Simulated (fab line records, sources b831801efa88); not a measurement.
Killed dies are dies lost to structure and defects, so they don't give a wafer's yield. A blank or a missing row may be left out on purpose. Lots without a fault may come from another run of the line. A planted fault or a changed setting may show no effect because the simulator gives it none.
Which tool did it? | flow sky130 | 12 lots, 36 wafers sampled, at 4 steps of a route of 708

WHAT THE GAUGES READ, wafer by wafer
SKY_CONTACT_THK_MEAS_03.
lot  | measured     | on            | CONTACT_HDPCVD_THK (nm)
L931 | day 30 09:55 | film_metro-03 | 560 564 568
L933 | day 31 07:44 | film_metro-04 | 551 555 561
L937 | day 32 14:14 | film_metro-04 | 553 555 553
L938 | day 32 19:24 | film_metro-03 | 565 563 559
L942 | day 34 01:57 | film_metro-04 | 580 572 572
L943 | day 34 18:08 | film_metro-03 | 571 567 570
L948 | day 36 02:25 | film_metro-04 | 569 574 567
L949 | day 36 08:40 | film_metro-03 | 565 558 575
L950 | day 36 19:25 | film_metro-03 | 565 569 573
L951 | day 37 01:14 | film_metro-03 | 557 570 560
L952 | day 37 04:53 | film_metro-01 | 575 563 552
L953 | day 37 11:37 | film_metro-01 | 567 569 561

SKY_METAL1_RS_MEAS_05: measures by four-point-probe.
lot  | measured     | on            | METAL1_ALCU_RS (ohm/sq)
L931 | day 31 15:23 | film_metro-04 | 0.1250 0.1262 0.1260
L933 | day 32 13:11 | film_metro-03 | 0.1248 0.1250 0.1268
L937 | day 33 19:17 | film_metro-03 | 0.1237 0.1227 0.1229
L938 | day 34 00:07 | film_metro-03 | 0.1249 0.1253 0.1253
L948 | day 37 06:23 | film_metro-03 | 0.1288 0.1250 0.1252
L949 | day 37 12:14 | film_metro-02 | 0.1305 0.1275 0.1302
L950 | day 38 00:11 | film_metro-03 | 0.1294 0.1264 0.1293
L951 | day 38 05:26 | film_metro-03 | 0.1243 0.1240 0.1236
L952 | day 38 08:46 | film_metro-03 | 0.1249 0.1238 0.1259
L953 | day 38 15:25 | film_metro-02 | 0.1271 0.1287 0.1278

WHICH TOOL RAN EACH LOT (tool, then ch and the chambers of the sampled wafers, then the start)
lot  | SKY_LOCAL_INTERCONNECT_SPUTTER_00 | SKY_CONTACT_SPUTTER_23
L931 | pvd_sputter-04, day 29 04:11      | pvd_sputter-03, day 31 14:34
L933 | pvd_sputter-01, day 30 02:26      | pvd_sputter-04, day 32 12:22
L937 | pvd_sputter-01, day 31 09:50      | pvd_sputter-04, day 33 18:29
L938 | pvd_sputter-02, day 31 15:04      | pvd_sputter-03, day 33 23:19
L942 | pvd_sputter-04, day 32 22:38      | pvd_sputter-03, day 35 06:38
L943 | pvd_sputter-02, day 33 13:59      | pvd_sputter-04, day 35 22:06
L948 | pvd_sputter-01, day 34 22:50      | pvd_sputter-01, day 37 05:34
L949 | pvd_sputter-01, day 35 05:37      | pvd_sputter-03, day 37 11:27
L950 | pvd_sputter-02, day 35 15:41      | pvd_sputter-03, day 37 23:21
L951 | pvd_sputter-01, day 35 22:13      | pvd_sputter-01, day 38 04:39
L952 | pvd_sputter-02, day 36 02:02      | pvd_sputter-03, day 38 07:58
L953 | pvd_sputter-02, day 36 08:24      | pvd_sputter-03, day 38 14:37
- SKY_LOCAL_INTERCONNECT_SPUTTER_00: material TiN, target thk 100 nm, time 83.3 s.
- SKY_CONTACT_SPUTTER_23: material TiN, target thk 20 nm, time 80 s.

WHAT THE TOOLS THEMSELVES READ (means of the sampled wafers that have a number; where no wafer has one, the mark that the record gives instead)
SKY_LOCAL_INTERCONNECT_SPUTTER_00.
lot  | tool           | cathode_dc_power_W (W) | chamber_pressure_pa (Pa) | substrate_temp_c (C) | throttle_valve_pct (%)
L931 | pvd_sputter-04 | 6500.0                 | 0.4004                   | 299.93               | 30.2
L933 | pvd_sputter-01 | 6499.6                 | 0.4002                   | 299.82               | 29.7
L937 | pvd_sputter-01 | 6499.9                 | 0.4004                   | 300.04               | 29.9
L938 | pvd_sputter-02 | 6499.4                 | 0.3998                   | 300.10               | 28.7
L942 | pvd_sputter-04 | 6498.9                 | 0.3999                   | 300.02               | 30.6
L943 | pvd_sputter-02 | 6500.4                 | 0.4009                   | 299.94               | 28.9
L948 | pvd_sputter-01 | 6499.5                 | 0.3997                   | 300.07               | 29.7
L949 | pvd_sputter-01 | 6500.7                 | 0.4001                   | 300.14               | 29.3
L950 | pvd_sputter-02 | 6499.5                 | 0.3994                   | 299.76               | 29.7
L951 | pvd_sputter-01 | 6500.7                 | 0.4005                   | 299.84               | 29.3
L952 | pvd_sputter-02 | 6499.8                 | 0.3993                   | 300.03               | 29.5
L953 | pvd_sputter-02 | 6500.0                 | 0.4004                   | 300.12               | 29.7

SKY_CONTACT_SPUTTER_23.
lot  | tool           | cathode_dc_power_W (W) | chamber_pressure_pa (Pa) | throttle_valve_pct (%)
L931 | pvd_sputter-03 | 3999.6                 | 5.006                    | 30.5
L933 | pvd_sputter-04 | 4000.1                 | 5.013                    | 30.6
L937 | pvd_sputter-04 | 4000.2                 | 5.001                    | 30.3
L938 | pvd_sputter-03 | 3999.4                 | 4.997                    | 30.5
L942 | pvd_sputter-03 | -                      | -                        | -
L943 | pvd_sputter-04 | -                      | -                        | -
L948 | pvd_sputter-01 | 3999.3                 | 5.000                    | 29.7
L949 | pvd_sputter-03 | 4000.3                 | 4.994                    | 30.4
L950 | pvd_sputter-03 | 3999.5                 | 5.005                    | 30.4
L951 | pvd_sputter-01 | 4000.0                 | 5.002                    | 30.0
L952 | pvd_sputter-03 | 3999.7                 | 4.996                    | 30.4
L953 | pvd_sputter-03 | 3999.7                 | 5.002                    | 30.5

THE ANSWER, worked out from the rows above alone
Rule: what is usual is taken from the lots themselves. Put in order of their means at a reading, lots are off if they are a third of the lots or fewer, leave a main group of 4 or more, and stand apart from it by a gap of 3 or more times the standard deviation of the main group's means; of several such gaps the widest counts. A main group whose means are all the same, to the digits that the tables above print for the reading, isn't used. A lot without any number at a reading at which 4 lots or more have one is off too. The other lots that the step has rows for count as sound. The gauges are gone through in route order, then the tools' own readings, and for those a lot's mean is taken as printed above. The first step at which some lot is off is used, and at that step the reading that is off furthest; a lot without a number counts as furthest.
Off: L942, L943, at SKY_CONTACT_SPUTTER_23 (cathode_dc_power_W). Without a number there: L942, L943. The main group: mean 3999.8 W, standard deviation 0.33.
A tool fits if, at that step or a process step before it, it ran every lot that is off, and no sound lot after the first of them. None of those tried fits.

WHAT THE SIMULATOR HAD PUT IN
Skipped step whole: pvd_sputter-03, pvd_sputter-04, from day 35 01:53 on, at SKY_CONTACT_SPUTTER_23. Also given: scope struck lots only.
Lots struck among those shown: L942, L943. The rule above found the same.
